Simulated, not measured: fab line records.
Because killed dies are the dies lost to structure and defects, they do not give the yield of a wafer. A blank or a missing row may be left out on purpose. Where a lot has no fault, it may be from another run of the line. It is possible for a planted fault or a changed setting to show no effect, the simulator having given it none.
Code-filled problem report in 8D (eight disciplines) form | flow sky130 | the parts of the form that need people (team, actions taken, sign-off) are left out

1. PROBLEM STATEMENT
oes-product-au at SKY_LOCAL_INTERCONNECT_ETCH_13 reads a mean of 0.804 a.u. on 2 wafers of 2 lots; wafers without a fault read 0.855 a.u. with a standard deviation of 0.0047. Relative to the usual mean, that is a shift of -11 standard deviations.
The step: etches BARC in N2/H2, stops on SiO2, time 45.9 s, target depth 60 nm.
The first sign was on wafer L676.5 at day 37 19:24, on rie-metal-01. The record has a number at this step for 16 wafers belonging to 6 lots. Rule for "out" (also "out of limits"): further than 4 standard deviations from the usual mean. Any other wafer with a number is counted as sound.

2. WHAT IT IS AND WHAT IT IS NOT
question                    | is                | is not
which readings at this step | oes-product-au    | drypump-motor-current-A, throttle-valve-pct
which lots                  | L675, L676        | L656, L659, L668, L678
which wafers of those lots  | L675.5, L676.5    | L675.3, L676.2
read on which tools         | rie-metal-01      | rie-metal-03
when                        | from day 37 19:24 | up to then (10 sound wafers); but 4 sound wafers of L675, L678 came after

3. SUSPECTS, AND WHAT RULES EACH OUT
Counting: if a tool at a process step up to the reading ran every lot that is out, it stays a suspect. Sound lots after the first of them don't rule it out here, since some wafers of a struck lot are sound.
- rie-metal-01 at SKY_LOCAL_INTERCONNECT_ETCH_13 (etches BARC in N2/H2, stops on SiO2, time 45.9 s, target depth 60 nm): kept. Ran every lot that is out, first one L676 (day 37 19:24); last sound lot up to then L656 (day 30 01:59). Its own readings are out on those wafers: oes-product-au.
- Within rie-metal-01 at SKY_LOCAL_INTERCONNECT_ETCH_13: the wafers that are out ran in chamber 1; their sound lot-mates ran in chamber 0.
After counting, what remains is rie-metal-01 at SKY_LOCAL_INTERCONNECT_ETCH_13.

4. THE CAUSE (what the simulator had put in)
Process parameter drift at SKY_LOCAL_INTERCONNECT_ETCH_13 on rie-metal-01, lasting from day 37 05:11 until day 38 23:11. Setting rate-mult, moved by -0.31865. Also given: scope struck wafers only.
The count eliminated every tool but this one.

5. THE EFFECT CHAIN, in route order
One row per reading whose mean, taken over the struck wafers that have a number, lies over 3 standard deviations from the usual. Readings are gone through only where the record gives a usual standard deviation; hours: the median, over the lots, of the time from a lot's start at the first step in this table giving one to that lot's start at this step; sigmas: the change measured in usual standard deviations.
hours | step                                 | reading                  | usual      | on struck wafers | change | sigmas
0     | SKY_LOCAL_INTERCONNECT_ETCH_13       | oes-product-au           | 0.855 a.u. | 0.804            | -0.050 | -11
0     | SKY_LOCAL_INTERCONNECT_METAL_ETCH_14 | oes-product-au           | 0.941 a.u. | 0.372            | -0.569 | -65
0     | SKY_LOCAL_INTERCONNECT_METAL_ETCH_14 | throttle-valve-pct       | 21.902 %   | 22.267           | +0.365 | +38
0     | SKY_LOCAL_INTERCONNECT_STRIP_15      | strip-time-to-endpoint-s | 4.730 s    | 4.857            | +0.127 | +6.7
Process steps it contains:
- SKY_LOCAL_INTERCONNECT_ETCH_13: etches BARC in N2/H2, stops on SiO2, time 45.9 s, target depth 60 nm.
- SKY_LOCAL_INTERCONNECT_METAL_ETCH_14: etches TiN in Cl2/BCl3, stops on PSG, target depth 110 nm, time 31.4 s.
- SKY_LOCAL_INTERCONNECT_STRIP_15: strips in O2/N2.
Readings that are blank on the struck wafers while sound wafers have them: cd-nm at SKY_CONTACT_CD_MEAS_14; CONTACT_OVL at SKY_CONTACT_OVL_MEAS_15.
Later steps that measure or inspect, where all struck wafers having a row at the step show a number for every such reading and not one has moved that far: SKY_CONTACT_THK_MEAS_01, SKY_CONTACT_THK_MEAS_03, SKY_CONTACT_BOW_MEAS_05.

6. WHAT WOULD HAVE CAUGHT IT SOONER
First out-of-limits reading in this record: day 37 19:24, which is 14 hours after fault onset at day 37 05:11.
